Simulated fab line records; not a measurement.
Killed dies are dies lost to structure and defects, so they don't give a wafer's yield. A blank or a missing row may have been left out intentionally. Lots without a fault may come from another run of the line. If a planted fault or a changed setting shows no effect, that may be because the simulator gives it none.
The tool behind it: which one? ; flow gf180mcu ; Sampling: 24 lots, 72 wafers, 5 of 602 route steps

== WHAT THE GAUGES READ, wafer by wafer ==
GF_V2_BOW_MEAS_05. Usual: V2_BOW 98 um, standard deviation 8.6.
lot;measured;on;V2_BOW (um);flag
L074;day 19 04:17;filmMetro-04;105 106 105;
L075;day 19 22:07;filmMetro-04;105 94 105;
L076;day 20 02:13;filmMetro-01;111 107 98;
L077;day 20 08:39;filmMetro-03;101 105 93;
L078;day 20 23:06;filmMetro-01;99 87 89;
L079;day 21 04:50;filmMetro-04;96 94 101;
L080;day 21 21:30;filmMetro-04;91 96 105;
L081;day 22 03:39;filmMetro-04;107 105 103;
L082;day 22 08:33;filmMetro-04;107 110 103;
L083;day 22 11:38;filmMetro-03;86 83 84;
L084;day 23 05:14;filmMetro-04;90 84 87;
L085;day 23 08:35;filmMetro-03;113 115 110;
L086;day 23 12:00;filmMetro-04;98 94 94;
L087;day 24 03:13;filmMetro-01;104 102 95;
L088;day 24 10:35;filmMetro-01;91 103 92;
L089;day 25 06:01;filmMetro-01;87 84 76;
L090;day 25 07:13;filmMetro-04;95 95 102;
L091;day 25 09:47;filmMetro-01;112 94 99;
L092;day 26 00:17;filmMetro-03;93 97 91;
L094;day 26 07:19;filmMetro-01;105 101 92;
L093;day 26 07:43;filmMetro-03;97 78 103;
L095;day 26 11:55;filmMetro-01;105 99 107;
L096;day 27 01:10;filmMetro-04;96 104 83;
L097;day 27 05:09;filmMetro-01;98 89 89;

GF_V2_OVL_MEAS_15. Usual: V2_OVL 3 nm, standard deviation 4.9.
lot;measured;on;V2_OVL (nm);flag
L074;day 20 04:43;overlay-02;-1 -2 -5;
L075;day 20 22:23;overlay-01;-6 1 3;
L076;day 21 02:25;overlay-01;11 9 8;
L077;day 21 08:46;overlay-02;0 1 0;
L078;day 21 22:37;overlay-02;-5 -9 -5;
L079;day 22 04:39;overlay-02;6 7 3;
L080;day 22 21:00;overlay-02;4 0 2;
L081;day 23 03:02;overlay-02;10 9 4;
L082;day 23 07:24;overlay-02;4 6 9;
L083;day 23 10:20;overlay-02;2 2 5;
L084;day 24 03:51;overlay-02;-10 -5 -7;
L085;day 24 07:20;overlay-02;4 3 1;
L086;day 24 10:35;overlay-01;4 8 8;
L087;day 25 01:20;overlay-01;-3 0 -3;
L088;day 25 08:36;overlay-01;1 0 3;
L089;day 26 03:10;overlay-01;13 13 10;
L090;day 26 04:48;overlay-01;10 5 7;
L091;day 26 06:48;overlay-02;-4 -7 -1;
L092;day 26 20:53;overlay-01;1 2 4;
L094;day 27 04:08;overlay-02;8 6 4;
L093;day 27 04:35;overlay-01;1 0 3;
L095;day 27 08:15;overlay-01;11 8 5;
L096;day 27 21:36;overlay-02;9 4 7;
L097;day 28 01:35;overlay-02;4 1 3;

== WHAT TOOL EACH LOT RAN ON (gives the tool, then ch and the chambers of the sampled wafers, and finally the start) ==
lot;GF_M1_SPUTTER_02;GF_V1_SPUTTER_21;GF_V1_SPUTTER_22
L074;pvdSputter-03, day 16 02:31;pvdSputter-03, day 18 02:59;pvdSputter-03, day 18 03:03
L075;pvdSputter-03, day 16 19:07;pvdSputter-01, day 18 19:39;pvdSputter-01, day 18 19:43
L076;pvdSputter-04, day 16 22:39;pvdSputter-01, day 18 23:37;pvdSputter-01, day 18 23:41
L077;pvdSputter-03, day 17 04:33;pvdSputter-03, day 19 06:22;pvdSputter-03, day 19 06:26
L078;pvdSputter-04, day 17 19:18;pvdSputter-03, day 19 20:50;pvdSputter-03, day 19 20:54
L079;pvdSputter-01, day 17 23:25;pvdSputter-02, day 20 01:56;pvdSputter-02, day 20 02:00
L080;pvdSputter-04, day 18 16:51;pvdSputter-03, day 20 19:33;pvdSputter-03, day 20 19:37
L081;pvdSputter-04, day 18 21:52;pvdSputter-01, day 21 01:30;pvdSputter-01, day 21 01:34
L082;pvdSputter-03, day 19 03:10;pvdSputter-02, day 21 06:36;pvdSputter-02, day 21 06:40
L083;pvdSputter-03, day 19 07:58;pvdSputter-01, day 21 09:46;pvdSputter-01, day 21 09:49
L084;pvdSputter-04, day 20 02:04;pvdSputter-01, day 22 04:02;pvdSputter-01, day 22 04:06
L085;pvdSputter-04, day 20 04:48;pvdSputter-01, day 22 06:59;pvdSputter-01, day 22 07:03
L086;pvdSputter-01, day 20 09:19;pvdSputter-02, day 22 10:53;pvdSputter-02, day 22 10:56
L087;pvdSputter-04, day 21 01:42;pvdSputter-03, day 23 01:56;pvdSputter-03, day 23 02:00
L088;pvdSputter-03, day 21 09:55;pvdSputter-02, day 23 10:06;pvdSputter-02, day 23 10:10
L089;pvdSputter-01, day 22 05:44;pvdSputter-01, day 24 06:02;pvdSputter-01, day 24 06:06
L090;pvdSputter-03, day 22 07:31;pvdSputter-02, day 24 07:05;pvdSputter-02, day 24 07:09
L091;pvdSputter-04, day 22 09:48;pvdSputter-03, day 24 09:21;pvdSputter-03, day 24 09:25
L092;pvdSputter-04, day 23 02:45;pvdSputter-03, day 25 00:41;pvdSputter-03, day 25 00:45
L094;pvdSputter-01, day 23 09:45;pvdSputter-03, day 25 08:05;pvdSputter-03, day 25 08:09
L093;pvdSputter-03, day 23 10:04;pvdSputter-02, day 25 08:22;pvdSputter-02, day 25 08:26
L095;pvdSputter-04, day 23 15:12;pvdSputter-03, day 25 12:56;pvdSputter-03, day 25 13:00
L096;pvdSputter-01, day 24 04:45;pvdSputter-02, day 26 02:18;pvdSputter-02, day 26 02:22
L097;pvdSputter-04, day 24 08:25;pvdSputter-02, day 26 06:13;pvdSputter-02, day 26 06:17
- GF_M1_SPUTTER_02: material AlCu, target thk 450 nm, time 23.9 s.
- GF_V1_SPUTTER_21: material Ti, target thk 15 nm, time 80.02 s.
- GF_V1_SPUTTER_22: material TiN, target thk 10 nm, time 40 s.

== WHAT THE TOOLS THEMSELVES READ (means of the sampled wafers that have a number; where no wafer has one, the mark that the record gives instead) ==
GF_M1_SPUTTER_02. Usual: throttleValvePct reads 30.3 % (standard deviation 0.59).
lot;tool;throttleValvePct (%);flag
L074;pvdSputter-03;30.4;
L075;pvdSputter-03;30.6;
L076;pvdSputter-04;30.5;
L077;pvdSputter-03;30.0;
L078;pvdSputter-04;30.0;
L079;pvdSputter-01;30.6;
L080;pvdSputter-04;30.2;
L081;pvdSputter-04;30.2;
L082;pvdSputter-03;29.7;
L083;pvdSputter-03;30.3;
L084;pvdSputter-04;30.3;
L085;pvdSputter-04;30.1;
L086;pvdSputter-01;30.2;
L087;pvdSputter-04;30.3;
L088;pvdSputter-03;30.5;
L089;pvdSputter-01;30.6;
L090;pvdSputter-03;30.2;
L091;pvdSputter-04;30.3;
L092;pvdSputter-04;30.1;
L094;pvdSputter-01;30.9;
L093;pvdSputter-03;30.5;
L095;pvdSputter-04;30.4;
L096;pvdSputter-01;30.8;
L097;pvdSputter-04;30.6;

GF_V1_SPUTTER_21. Usual: throttleValvePct reads 30.2 % (standard deviation 0.84).
lot;tool;throttleValvePct (%);flag
L074;pvdSputter-03;30.4;
L075;pvdSputter-01;30.3;
L076;pvdSputter-01;30.6;
L077;pvdSputter-03;29.8;
L078;pvdSputter-03;29.7;
L079;pvdSputter-02;30.3;
L080;pvdSputter-03;30.3;
L081;pvdSputter-01;30.9;
L082;pvdSputter-02;30.4;
L083;pvdSputter-01;29.7;
L084;pvdSputter-01;30.9;
L085;pvdSputter-01;29.7;
L086;pvdSputter-02;30.3;
L087;pvdSputter-03;30.1;
L088;pvdSputter-02;30.2;
L089;pvdSputter-01;30.0;
L090;pvdSputter-02;30.6;
L091;pvdSputter-03;30.2;
L092;pvdSputter-03;30.4;
L094;pvdSputter-03;29.9;
L093;pvdSputter-02;29.7;
L095;pvdSputter-03;30.6;
L096;pvdSputter-02;30.3;
L097;pvdSputter-02;29.7;

GF_V1_SPUTTER_22. Usual: throttleValvePct reads 30.2 % (standard deviation 0.86).
lot;tool;throttleValvePct (%);flag
L074;pvdSputter-03;30.3;
L075;pvdSputter-01;30.2;
L076;pvdSputter-01;30.4;
L077;pvdSputter-03;29.8;
L078;pvdSputter-03;29.8;
L079;pvdSputter-02;30.2;
L080;pvdSputter-03;30.2;
L081;pvdSputter-01;30.8;
L082;pvdSputter-02;30.4;
L083;pvdSputter-01;29.5;
L084;pvdSputter-01;31.0;
L085;pvdSputter-01;29.7;
L086;pvdSputter-02;30.2;
L087;pvdSputter-03;30.0;
L088;pvdSputter-02;30.2;
L089;pvdSputter-01;30.0;
L090;pvdSputter-02;30.8;
L091;pvdSputter-03;30.1;
L092;pvdSputter-03;30.2;
L094;pvdSputter-03;29.9;
L093;pvdSputter-02;29.6;
L095;pvdSputter-03;30.6;
L096;pvdSputter-02;30.2;
L097;pvdSputter-02;29.6;

== THE ANSWER, worked out from the rows above alone ==
Rule: lot off if the mean of its wafers having a number is beyond 3 standard deviations from the usual mean. A lot without any number at a reading at which 4 lots or more have one is off too. Any other lot the step has rows for is counted as sound. First the gauges in route order, then the tools' own readings, where a lot's mean is used as printed above. At the first step where some lot is off, the reading lying furthest off is the one used; lots without a number count as furthest.
No lot is off at any reading shown: from this, nothing can be told.

== WHAT THE SIMULATOR PUT IN ==
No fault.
